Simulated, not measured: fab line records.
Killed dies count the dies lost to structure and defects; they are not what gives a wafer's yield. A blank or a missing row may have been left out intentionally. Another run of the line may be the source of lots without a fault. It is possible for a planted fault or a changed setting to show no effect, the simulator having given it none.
fab line records	flow sky130
record: lots: 6	wafers: 18	last_day: 50
route steps=708 shown VT_ADJUST_HVTP@88 VT_ADJUST_LVTN@97 PAD_OPEN@708
lots untouched by any fault: they come from a run of this same line in which no faults occurred
start_h: hours from the record's first day to the start of the lot's first wafer shown	wait_h: time in hours since the lot's previous step	" same as the row above	L1.1+2: one row covering several wafers at once	- no value, or no start was given	* or withheld: withheld	< > ~ a bound
route shown NAME@n: names a module that has steps shown in the file, with the first one's number in the route	usual: average and standard deviation across the fault-free wafers	same: alike in all rows	chamber/n: place in a boat	sites: per-site readings	_std_site: the standard deviation of these	_edge_site: outer sites' mean less inner sites'	radius_mm: how far each site lies from the wafer's centre	mask NAME#n: copy n	behind: tool/chamber where the wafer was last shaped	hold: what put the lot on hold/how long, in hours/how the hold closed	device: the transistor (n, p or np) that didn't switch	end of line: the same wafers' tests at the end of the route	a step with no rows: only its recipe	killed: the dies lost at the first sort to structure and to defects; this is not the yield of the wafer	map: shows each die of a wafer: x if killed, . if not, _ if none is there
set.NAME: the setting as run; set.NAME@STEP: as run at that earlier step	model.NAME: the simulator's own value behind a step, which no gauge read
a table for each step, a row for each wafer; lots at some steps of the route
services: the hour from which a tool's chamber was out of use, counted from the record's first day as start_h (under 0 if before that day), plus the number of hours and why
== steps ==
step: SKY_VT_ADJUST_HVTP_SOFTBAKE_03
recipe: temp_c: 90	time_s: 60	resist: NOVOLAK
step: SKY_VT_ADJUST_HVTP_EXPOSE_04
recipe: mask_id: HVTPM	na: 0.6	source_shape: conventional	sigma_outer: 0.6	polarization: unpolarized	target_cd_nm: 380	dose_mj: 140
step: SKY_VT_ADJUST_HVTP_PEB_05
recipe: temp_c: withheld	time_s: *	resist: NOVOLAK
step: SKY_VT_ADJUST_HVTP_DEVELOP_06
recipe: resist: NOVOLAK	developer: TMAH	develop_time_s: 60	dev_temp_c: 23
step: SKY_VT_ADJUST_HVTP_CD_MEAS_07
recipe: target_cd_nm: 380
usual: cd_nm: 380.4/2.6
lot.wafer	tool	chamber	start_h	wait_h	cd_nm
L273.1	cd_sem-01	-	195.81	0.1	379.8
L273.5	"	-	"	"	381.0
L273.6	"	-	"	"	377.7
L274.1	cd_sem-02	-	199.44	0.1	381.5
L274.2	"	-	"	"	379.7
L274.3	"	-	"	"	380.5
L281.1	cd_sem-01	-	243.26	0.1	381.6
L281.3	"	-	"	"	383.7
L281.5	"	-	"	"	384.1
L282.1	cd_sem-02	-	247.89	0.1	382.0
L282.4	"	-	"	"	381.0
L282.5	"	-	"	"	382.9
L284.2	cd_sem-01	-	257.26	0.1	376.7
L284.5	"	-	"	"	379.7
L284.6	"	-	"	"	378.6
L285.1	cd_sem-01	-	265.31	0.1	378.8
L285.4	"	-	"	"	374.3
L285.5	"	-	"	"	379.4
step: SKY_VT_ADJUST_HVTP_OVL_MEAS_08
usual: VT_ADJUST_HVTP_OVL: -0.1/1.4
lot.wafer	tool	chamber	start_h	wait_h	VT_ADJUST_HVTP_OVL[nm]
L273.1	overlay-02	-	195.93	0.1	-3.1
L273.5	"	-	"	"	1.4
L273.6	"	-	"	"	-0.7
L274.1	overlay-01	-	199.56	0.1	0.4
L274.2	"	-	"	"	-0.2
L274.3	"	-	"	"	-0.8
L281.1	overlay-02	-	243.38	0.1	-1.6
L281.3	"	-	"	"	-0.3
L281.5	"	-	"	"	0.2
L282.1	overlay-01	-	248.01	0.1	1.3
L282.4	"	-	"	"	0.6
L282.5	"	-	"	"	1.0
L284.2	overlay-02	-	257.36	0.1	-1.9
L284.5	"	-	"	"	-2.0
L284.6	"	-	"	"	-1.6
L285.1	overlay-01	-	265.43	0.1	1.3
L285.4	"	-	"	"	0.1
L285.5	"	-	"	"	0.5
step: SKY_VT_ADJUST_HVTP_IMPLANT_09
recipe: species: As	energy_kev: 150	dose_cm2: 4.3e+12	tilt_deg: withheld
step: SKY_VT_ADJUST_HVTP_STRIP_10
recipe: chemistry: O2/N2	power_w: 1400	pressure_mtorr: 1500	platen_temp_c: withheld	o2_flow_sccm: 3000	n2_flow_sccm: 300	overash_fraction: 0.5
usual: drypump_motor_current_A: 5.5/0.64	oes_product_au: 0.715/0.0044	strip_time_to_endpoint_s: 14.17/0.045
same: overash_fraction: 0.5
lot.wafer	tool	chamber	start_h	wait_h	drypump_motor_current_A	oes_product_au	rf_hours_counter_h	strip_time_to_endpoint_s
L273.1	plasma_asher-04	0	196.12	0.1	6.4	0.713	7	14.18
L273.5	"	1	"	"	4.9	0.719	-	14.17
L273.6	"	0	"	"	6.3	0.717	-	14.21
L274.1	plasma_asher-04	1	199.74	0.1	4.9	0.716	8	14.19
L274.2	"	0	"	"	6.4	0.716	8	14.22
L274.3	"	1	"	"	4.9	0.727	-	14.15
L281.1	plasma_asher-03	0	243.57	0.1	6.0	0.725	44	14.24
L281.3	"	1	"	"	6.0	0.713	-	14.25
L281.5	"	1	"	"	6.0	0.720	-	14.23
L282.1	plasma_asher-04	0	248.19	0.1	6.3	0.715	12	14.27
L282.4	"	0	"	"	6.3	0.710	-	14.26
L282.5	"	1	"	"	4.9	0.716	-	14.23
L284.2	plasma_asher-01	0	257.54	0.1	4.8	0.721	59	14.13
L284.5	"	0	"	"	4.8	0.715	-	14.13
L284.6	"	1	"	"	5.0	0.725	-	14.14
L285.1	plasma_asher-04	0	265.62	0.1	6.4	0.714	14	14.13
L285.4	"	0	"	"	6.3	0.717	-	14.15
L285.5	"	0	"	"	6.3	0.714	-	14.12
step: SKY_VT_ADJUST_HVTP_TW_MEAS_11
usual: VT_ADJUST_HVTP_TW: 1354/8.7
lot.wafer	tool	chamber	start_h	wait_h	VT_ADJUST_HVTP_TW
L273.1	film_metro-01	-	196.22	0.1	1359
L273.5	"	-	"	"	1356
L273.6	"	-	"	"	1363
L274.1	film_metro-02	-	199.84	0.1	1359
L274.2	"	-	"	"	1359
L274.3	"	-	"	"	1366
L281.1	film_metro-02	-	243.71	0.1	1357
L281.3	"	-	"	"	1358
L281.5	"	-	"	"	1358
L282.1	film_metro-04	-	248.29	0.1	1346
L282.4	"	-	"	"	1344
L282.5	"	-	"	"	1348
L284.2	film_metro-04	-	257.65	0.1	1350
L284.5	"	-	"	"	1353
L284.6	"	-	"	"	1352
L285.1	film_metro-02	-	265.72	0.1	1366
L285.4	"	-	"	"	1362
L285.5	"	-	"	"	1366
step: SKY_VT_ADJUST_LVTN_DEHYDRATE_00
recipe: temp_c: 200	time_s: 60
step: SKY_VT_ADJUST_LVTN_HMDS_01
recipe: prime_time_s: 60	prime_temp_c: 120
step: SKY_VT_ADJUST_LVTN_COAT_02
recipe: spin_rpm: 2000	resist_thk_nm: 3000
step: SKY_VT_ADJUST_LVTN_SOFTBAKE_03
recipe: temp_c: 110	time_s: withheld
usual: heater_power_total_W: 65.33/0.15	plate_temp_C: 110.00/0.13
lot.wafer	tool	chamber	start_h	wait_h	heater_power_total_W	plate_temp_C
L273.1	litho_track-01	0	205.94	0.1	65.38	109.71
L273.5	"	0	"	"	65.47	109.99
L273.6	"	0	"	"	65.51	109.96
L274.1	litho_track-02	0	209.31	0.1	65.39	110.03
L274.2	"	0	"	"	65.39	110.02
L274.3	"	0	"	"	65.13	110.10
L281.1	litho_track-02	0	254.81	0.1	59.17	101.99
L281.3	"	0	"	"	58.80	102.07
L281.5	"	0	"	"	58.80	102.01
L282.1	litho_track-02	0	259.51	0.1	58.94	101.86
L282.4	"	0	"	"	58.88	102.10
L282.5	"	0	"	"	59.06	102.10
L284.2	litho_track-01	0	270.12	0.1	65.37	110.22
L284.5	"	0	"	"	65.36	110.13
L284.6	"	0	"	"	65.14	110.14
L285.1	litho_track-01	0	278.09	0.1	65.18	110.16
L285.4	"	0	"	"	65.28	109.97
L285.5	"	0	"	"	65.46	110.27
step: SKY_VT_ADJUST_LVTN_EXPOSE_04
recipe: mask_id: NWM_COMPLEMENT_LESS_NATIVE	na: 0.6	source_shape: conventional	sigma_outer: 0.6	polarization: unpolarized	target_cd_nm: 840	dose_mj: 194
step: SKY_VT_ADJUST_LVTN_PEB_05
recipe: temp_c: 115	time_s: withheld
step: SKY_VT_ADJUST_LVTN_DEVELOP_06
recipe: wall_angle_deg: 90	developer: TMAH	develop_time_s: 60	dev_temp_c: 23
lot.wafer	tool	chamber	start_h	wait_h	model.coat_of_VT_ADJUST_LVTN_COAT_02.thk_nm
L273.1	litho_track-04	0	-	-	2996
L273.5	"	0	"	"	2999
L273.6	"	0	"	"	3004
L274.1	litho_track-02	0	-	-	2991
L274.2	"	0	"	"	3002
L274.3	"	0	"	"	2994
L281.1	litho_track-01	0	-	-	3058
L281.3	"	0	"	"	3053
L281.5	"	0	"	"	3059
L282.1	litho_track-01	0	-	-	3060
L282.4+5	"	0	"	"	3045
L284.2	litho_track-04	0	-	-	2993
L284.5	"	0	"	"	3007
L284.6	"	0	"	"	2986
L285.1	litho_track-02	0	-	-	3000
L285.4+5	"	0	"	"	2996
step: SKY_VT_ADJUST_LVTN_OVL_MEAS_07
usual: VT_ADJUST_LVTN_OVL: -0.9/1.6
lot.wafer	tool	chamber	start_h	wait_h	VT_ADJUST_LVTN_OVL[nm]
L273.1	overlay-01	-	216.71	-	0.1
L273.5	"	-	"	"	-2.3
L273.6	"	-	"	"	-0.5
L274.1	overlay-01	-	220.16	-	-0.5
L274.2	"	-	"	"	1.2
L274.3	"	-	"	"	1.0
L281.1	overlay-01	-	267.34	-	-0.9
L281.3	"	-	"	"	2.1
L281.5	"	-	"	"	-2.2
L282.1	overlay-02	-	272.09	-	-3.5
L282.4	"	-	"	"	-4.4
L282.5	"	-	"	"	-2.7
L284.2	overlay-01	-	282.42	-	-1.3
L284.5	"	-	"	"	-1.2
L284.6	"	-	"	"	-0.2
L285.1	overlay-01	-	290.56	-	-1.6
L285.4	"	-	"	"	0.0
L285.5	"	-	"	"	-0.3
step: SKY_VT_ADJUST_LVTN_IMPLANT_08
recipe: species: B	energy_kev: 30	dose_cm2: 1.57e+12	tilt_deg: withheld
step: SKY_VT_ADJUST_LVTN_STRIP_09
recipe: chemistry: O2/N2	power_w: 1400	pressure_mtorr: 1500	platen_temp_c: withheld	o2_flow_sccm: 3000	n2_flow_sccm: 300	overash_fraction: 0.5
usual: drypump_motor_current_A: 5.9/0.52	oes_product_au: 0.722/0.0042	strip_time_to_endpoint_s: 36.93/0.1
same: overash_fraction: 0.5
lot.wafer	tool	chamber	start_h	wait_h	drypump_motor_current_A	oes_product_au	rf_hours_counter_h	strip_time_to_endpoint_s
L273.1	plasma_asher-02	0	216.90	0.1	5.8	0.717	52	36.89
L273.5	"	1	"	"	6.4	0.729	-	36.95
L273.6	"	0	"	"	5.8	0.724	-	36.98
L274.1	plasma_asher-03	1	220.35	0.1	6.0	0.721	42	36.87
L274.2	"	0	"	"	6.0	0.727	42	36.97
L274.3	"	0	"	"	6.0	0.723	-	36.87
L281.1	plasma_asher-02	1	267.52	0.1	6.5	0.728	57	37.59
L281.3	"	0	"	"	5.8	0.724	-	37.56
L281.5	"	0	"	"	5.8	0.723	-	37.63
L282.1	plasma_asher-04	0	272.27	0.1	6.4	0.722	15	37.63
L282.4	"	0	"	"	6.3	0.725	-	37.49
L282.5	"	1	"	"	5.0	0.718	-	37.50
L284.2	plasma_asher-02	0	282.60	0.1	5.8	0.728	59	36.87
L284.5	"	1	"	"	6.5	0.726	-	37.05
L284.6	"	0	"	"	5.8	0.718	-	36.80
L285.1	plasma_asher-03	0	290.75	0.1	6.0	0.715	48	36.97
L285.4	"	0	"	"	6.0	0.720	-	36.94
L285.5	"	1	"	"	6.0	0.723	-	36.92
step: SKY_VT_ADJUST_LVTN_TW_MEAS_10
usual: VT_ADJUST_LVTN_TW: 242.1/1.7
lot.wafer	tool	chamber	start_h	wait_h	VT_ADJUST_LVTN_TW
L273.1	film_metro-02	-	217.00	0.1	242.7
L273.5	"	-	"	"	243.3
L273.6	"	-	"	"	244.2
L274.1	film_metro-02	-	220.45	0.1	243.4
L274.2	"	-	"	"	242.1
L274.3	"	-	"	"	242.3
L281.1	film_metro-02	-	267.62	0.1	244.1
L281.3	"	-	"	"	243.0
L281.5	"	-	"	"	242.2
L282.1	film_metro-03	-	272.37	0.1	244.8
L282.4	"	-	"	"	243.5
L282.5	"	-	"	"	242.6
L284.2	film_metro-02	-	282.71	0.1	243.5
L284.5	"	-	"	"	243.8
L284.6	"	-	"	"	242.6
L285.1	film_metro-03	-	290.85	0.1	241.5
L285.4	"	-	"	"	240.5
L285.5	"	-	"	"	240.3
step: SKY_PAD_OPEN_PROBE_99
usual: killed_at_M0_to_M3: 42/7.6	killed_at_M4_up: 3.4/2	killed_at_contacts: 24/5.9	killed_at_front_end: 16/4.5	killed_at_other: 0.4/0.58	killed_dies: 86/10	killed_open: 47/7.6	killed_short: 39/6.7
same: gross_dies: 492	killed_at_back_side: 0
lot.wafer	tool	chamber	start_h	wait_h	killed_at_M0_to_M3	killed_at_M4_up	killed_at_contacts	killed_at_front_end	killed_at_other	killed_dies	killed_open	killed_short
L273.1	prober-02	-	1142.85	0.2	37	3	37	11	0	88	47	41
L273.5	prober-02	-	1143.05	0.3	39	8	29	20	0	96	57	39
L273.6	prober-02	-	1143.10	0.4	51	1	26	17	0	95	52	43
L281.1	prober-02	-	1183.08	0.1	35	0	18	15	0	68	34	34
L281.3	prober-02	-	1183.18	0.2	37	0	14	25	0	76	40	36
L281.5	prober-02	-	1183.28	0.2	28	2	16	22	0	68	38	30
L282.1	prober-02	-	1193.23	0.1	58	3	31	16	0	108	55	53
L282.4	prober-02	-	1193.38	0.2	35	3	24	15	0	77	39	38
L282.5	prober-02	-	1193.43	0.2	49	0	30	6	1	86	54	31
killed by level:class
L273.1 CONTACT:geometric_particle:open=13 LI_CONTACT:geometric_particle:open=11 METAL2:geometric_particle:short=8 VIA1:geometric_particle:short=6 VIA2:geometric_particle:open=5 VIA3:geometric_particle:open=5 FIELD_ISO:geometric_particle:short=4 VIA1:geometric_particle:open=4
L273.5 CONTACT:geometric_particle:open=14 VIA1:geometric_particle:open=10 METAL1:geometric_particle:short=8 LI_CONTACT:geometric_particle:open=6 VIA2:geometric_particle:open=6 POLY_GATE:geometric_particle:short=5 POLY_GATE:geometric_particle:open=5 VIA3:geometric_particle:open=5
L273.6 VIA1:geometric_particle:open=13 LI_CONTACT:geometric_particle:open=12 CONTACT:geometric_particle:open=6 CONTACT:geometric_particle:short=6 VIA1:geometric_particle:short=6 METAL2:geometric_particle:short=6 FIELD_ISO:geometric_particle:short=5 VIA3:geometric_particle:short=5
L281.1 VIA1:geometric_particle:open=10 POLY_GATE:geometric_particle:short=5 LOCAL_INTERCONNECT:geometric_particle:short=5 METAL1:geometric_particle:short=5 FIELD_ISO:geometric_particle:open=4 LI_CONTACT:geometric_particle:open=4 VIA3:geometric_particle:open=4 VIA1:geometric_particle:short=4
L281.3 VIA1:geometric_particle:open=8 POLY_GATE:geometric_particle:short=6 FIELD_ISO:geometric_particle:short=5 FIELD_ISO:geometric_particle:open=5 POLY_GATE:geometric_particle:open=5 METAL2:geometric_particle:open=5 VIA3:geometric_particle:short=4 CONTACT:geometric_particle:open=4
L281.5 VIA2:geometric_particle:open=7 POLY_GATE:geometric_particle:open=6 LI_CONTACT:geometric_particle:open=6 CONTACT:geometric_particle:open=5 SPACER:geometric_particle:short=4 VIA1:geometric_particle:open=4 VIA3:geometric_particle:short=4 FIELD_ISO:geometric_particle:open=3
L282.1 LI_CONTACT:geometric_particle:open=10 CONTACT:geometric_particle:open=10 VIA1:geometric_particle:open=10 VIA2:geometric_particle:open=8 METAL1:geometric_particle:short=8 FIELD_ISO:geometric_particle:short=6 VIA2:geometric_particle:short=6 VIA3:geometric_particle:open=6
L282.4 VIA3:geometric_particle:open=8 CONTACT:geometric_particle:open=7 CONTACT:geometric_particle:short=7 LI_CONTACT:geometric_particle:open=6 METAL1:geometric_particle:short=6 POLY_GATE:geometric_particle:short=4 VIA1:geometric_particle:open=4 VIA2:geometric_particle:short=4
L282.5 VIA1:geometric_particle:open=15 CONTACT:geometric_particle:open=12 VIA3:geometric_particle:open=10 CONTACT:geometric_particle:short=6 VIA2:geometric_particle:open=5 LI_CONTACT:geometric_particle:open=5 METAL2:geometric_particle:short=5 LI_CONTACT:geometric_particle:short=4
== services ==
tool	chamber	start_h	hours	kind
plasma_asher-04	-	189.91	2.8	pm
plasma_asher-03	-	262.71	1.7	repair
plasma_asher-03	-	284.07	2.2	repair
== key ==
first_sign: step: SKY_VT_ADJUST_LVTN_SOFTBAKE_03	reading: plate_temp_C	direction: down	sigmas: 59	usual: *	struck: *
effect: step: SKY_VT_ADJUST_LVTN_SOFTBAKE_03	reading: heater_power_total_W	direction: down	sigmas: 44	usual: *	struck: *
effect: step: SKY_VT_ADJUST_LVTN_STRIP_09	reading: strip_time_to_endpoint_s	direction: up	sigmas: 6.2	usual: *	struck: *
model_effect: step: SKY_VT_ADJUST_LVTN_DEVELOP_06	value: coat_of_VT_ADJUST_LVTN_COAT_02.thk_nm	without: 2988	struck: 3053
met_at SKY_VT_ADJUST_LVTN_SOFTBAKE_03
struck_wafers L281.1,L281.3,L281.5,L282.1,L282.4,L282.5
tester_left_out L281,L282
onset_between 209.31 254.81
fault: kind: process_parameter_drift	tool: litho_track-02	chamber: -	onset_h: 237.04	steps: SKY_VT_ADJUST_LVTN_SOFTBAKE_03	channel: temp_c	offset: *	shape: step	end_h: 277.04	acts_in: *	stated: *
tester_left_out: of these lots the tester's yield and bins aren't shown, on N5 and GAA mostly nor the transistor test; their killed dies are dies lost to structure and defects alone, not to doping, threshold or leakage, so they don't give the yield
